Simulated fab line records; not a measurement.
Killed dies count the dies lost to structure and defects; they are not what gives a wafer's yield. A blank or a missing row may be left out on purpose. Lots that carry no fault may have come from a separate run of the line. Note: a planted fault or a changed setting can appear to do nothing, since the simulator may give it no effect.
Which tool is to blame? | flow sky130 | Sampling: 12 lots, 36 wafers, 4 of 708 route steps

WHAT THE GAUGES READ, wafer by wafer
SKY_VIA4_THK_MEAS_01.
lot  | measured     | on            | VIA4_HDPCVD_THK (nm)
L336 | day 41 01:09 | film-metro-04 | 1772 1764 1758
L338 | day 42 02:18 | film-metro-01 | 1771 1743 1761
L337 | day 42 07:20 | film-metro-04 | 1748 1733 1748
L340 | day 42 14:42 | film-metro-01 | 1733 1746 1740
L341 | day 43 11:09 | film-metro-01 | 1748 1728 1763
L342 | day 43 10:40 | film-metro-01 | 1757 1733 1727
L343 | day 43 12:53 | film-metro-01 | 1724 1725 1729
L348 | day 44 21:41 | film-metro-04 | 1736 1755 1747
L350 | day 45 05:08 | film-metro-01 | 1764 1764 1736
L356 | day 46 21:02 | film-metro-01 | 1742 1738 1741
L354 | day 46 21:45 | film-metro-01 | 1746 1727 1721
L359 | day 47 19:16 | film-metro-03 | 1730 1726 1738

WHICH TOOL RAN EACH LOT (tool, then ch and the chambers of the sampled wafers, then the start)
lot  | SKY_LOCAL_INTERCONNECT_ETCH_13    | SKY_METAL3_METAL_ETCH_18          | SKY_METAL4_SPUTTER_01
L336 | rie-metal-04 ch 0,1, day 29 20:00 | rie-metal-02 ch 0,1, day 37 19:38 | pvd-sputter-04, day 38 23:25
L338 | rie-metal-02 ch 0,1, day 31 00:53 | rie-metal-04 ch 0,1, day 38 20:27 | pvd-sputter-02, day 39 23:58
L337 | rie-metal-02 ch 0,1, day 31 07:19 | rie-metal-04 ch 0,1, day 39 02:19 | pvd-sputter-02, day 40 06:01
L340 | rie-metal-02 ch 0,1, day 31 13:57 | rie-metal-04 ch 0,1, day 39 10:48 | pvd-sputter-04, day 40 13:40
L341 | rie-metal-01 ch 0,1, day 32 06:56 | rie-metal-04 ch 0,1, day 40 06:02 | pvd-sputter-03, day 41 10:07
L342 | rie-metal-01 ch 0,1, day 32 11:03 | rie-metal-02 ch 0,1, day 40 06:23 | pvd-sputter-02, day 41 09:37
L343 | rie-metal-01 ch 0,1, day 32 15:39 | rie-metal-04 ch 0,1, day 40 09:39 | pvd-sputter-03, day 41 12:32
L348 | rie-metal-02 ch 0,1, day 34 03:54 | rie-metal-01 ch 0, day 41 18:15   | pvd-sputter-04, day 42 20:54
L350 | rie-metal-01 ch 0,1, day 34 17:52 | rie-metal-04 ch 0,1, day 42 04:28 | pvd-sputter-02, day 43 06:38
L356 | rie-metal-04 ch 0,1, day 36 11:05 | rie-metal-01 ch 0,1, day 44 00:49 | pvd-sputter-04, day 45 01:05
L354 | rie-metal-01 ch 0,1, day 36 12:41 | rie-metal-01 ch 0,1, day 44 01:54 | pvd-sputter-03, day 45 02:59
L359 | rie-metal-01 ch 0,1, day 37 18:42 | rie-metal-01 ch 0,1, day 45 02:38 | pvd-sputter-02, day 46 01:44
- SKY_LOCAL_INTERCONNECT_ETCH_13: etches BARC in N2/H2, stops on SiO2, time 45.9 s, target depth 60 nm.
- SKY_METAL3_METAL_ETCH_18: etches the open film in Cl2/BCl3, stops on SiO2, target depth 845 nm, time 183.1 s.
- SKY_METAL4_SPUTTER_01: material TiN, target thk 20 nm, time 16.7 s.

AS READ BY THE TOOLS THEMSELVES (means over the sampled wafers that have a number; for cases with no such wafer, the mark the record gives instead)
SKY_LOCAL_INTERCONNECT_ETCH_13.
lot  | tool         | bias-w (W) | chamber-pressure-mTorr (mTorr) | drypump-motor-current-A (A) | h2-flow-sccm (sccm) | oes-product-au (a.u.) | throttle-valve-pct (%)
L336 | rie-metal-04 | 100.1      | 30.015                         | 6.0                         | 199.6               | 0.852                 | 13.224
L338 | rie-metal-02 | 99.8       | 30.012                         | 6.4                         | 199.8               | 0.858                 | 13.226
L337 | rie-metal-02 | 99.9       | 29.974                         | 6.4                         | 200.0               | 0.855                 | 13.231
L340 | rie-metal-02 | 100.2      | 30.017                         | 6.4                         | 200.3               | 0.852                 | 13.237
L341 | rie-metal-01 | 100.1      | 29.990                         | 5.7                         | 200.0               | 0.859                 | 13.233
L342 | rie-metal-01 | 100.0      | 29.975                         | 5.7                         | 200.2               | 0.853                 | 13.228
L343 | rie-metal-01 | 100.3      | 29.982                         | 5.7                         | 199.9               | 0.855                 | 13.219
L348 | rie-metal-02 | 99.6       | 29.990                         | 6.1                         | 199.9               | 0.850                 | 13.219
L350 | rie-metal-01 | 100.1      | 30.012                         | 5.6                         | 200.3               | 0.850                 | 13.226
L356 | rie-metal-04 | 100.1      | 30.032                         | 5.5                         | 200.0               | 0.857                 | 13.218
L354 | rie-metal-01 | 100.3      | 29.986                         | 5.6                         | 200.5               | 0.850                 | 13.224
L359 | rie-metal-01 | 99.8       | 29.997                         | 5.7                         | 199.3               | 0.856                 | 13.219

SKY_METAL3_METAL_ETCH_18.
lot  | tool         | bias-w (W) | chamber-pressure-mTorr (mTorr) | drypump-motor-current-A (A) | oes-product-au (a.u.) | throttle-valve-pct (%)
L336 | rie-metal-02 | 48.34      | 9.992                          | 6.4                         | 0.868                 | 22.263
L338 | rie-metal-04 | 48.63      | 9.998                          | 6.0                         | 0.866                 | 22.257
L337 | rie-metal-04 | 48.55      | 10.000                         | 5.6                         | 0.868                 | 22.266
L340 | rie-metal-04 | 48.50      | 10.004                         | 6.0                         | 0.860                 | 22.262
L341 | rie-metal-04 | 48.48      | 9.981                          | 5.6                         | 0.860                 | 22.261
L342 | rie-metal-02 | 48.56      | 10.005                         | 6.4                         | 0.873                 | 22.268
L343 | rie-metal-04 | 48.54      | 10.006                         | 6.0                         | 0.876                 | 22.254
L348 | rie-metal-01 | 48.44      | 10.007                         | 5.6                         | 0.862                 | 22.257
L350 | rie-metal-04 | 48.66      | 10.000                         | 5.6                         | 0.861                 | 22.263
L356 | rie-metal-01 | 48.48      | 10.005                         | 5.7                         | 0.864                 | 22.259
L354 | rie-metal-01 | 48.46      | 10.007                         | 5.7                         | 0.860                 | 22.259
L359 | rie-metal-01 | 48.51      | 10.006                         | 5.7                         | 0.867                 | 22.272

SKY_METAL4_SPUTTER_01.
lot  | tool           | throttle-valve-pct (%)
L336 | pvd-sputter-04 | 29.3
L338 | pvd-sputter-02 | 28.9
L337 | pvd-sputter-02 | 29.6
L340 | pvd-sputter-04 | 30.1
L341 | pvd-sputter-03 | 30.6
L342 | pvd-sputter-02 | 29.0
L343 | pvd-sputter-03 | 32.1
L348 | pvd-sputter-04 | 29.3
L350 | pvd-sputter-02 | 29.4
L356 | pvd-sputter-04 | 29.6
L354 | pvd-sputter-03 | 31.9
L359 | pvd-sputter-02 | 29.7

THE ANSWER, worked out from the rows above alone
Rule: what is usual is taken from the lots themselves. The widest of any qualifying gaps counts: lots, ordered by their means at a reading, are off when they make up no more than a third of the lots, leave a main group of 4 or more, and stand apart from it by 3 or more times the standard deviation of that group's means. A main group is skipped when, at the precision printed for the reading in the tables above, its means are all equal. A lot without any number at a reading at which 4 lots or more have one is off too. Where the step has rows for the other lots, those lots are counted as sound. First the gauges in route order, then the tools' own readings, where a lot's mean is used as printed above. The first step at which some lot is off is used, and at that step the reading that is off furthest; a lot without a number counts as furthest.
Nothing can be told from this: no lot is off at any reading shown.

WHAT WAS PUT IN BY THE SIMULATOR
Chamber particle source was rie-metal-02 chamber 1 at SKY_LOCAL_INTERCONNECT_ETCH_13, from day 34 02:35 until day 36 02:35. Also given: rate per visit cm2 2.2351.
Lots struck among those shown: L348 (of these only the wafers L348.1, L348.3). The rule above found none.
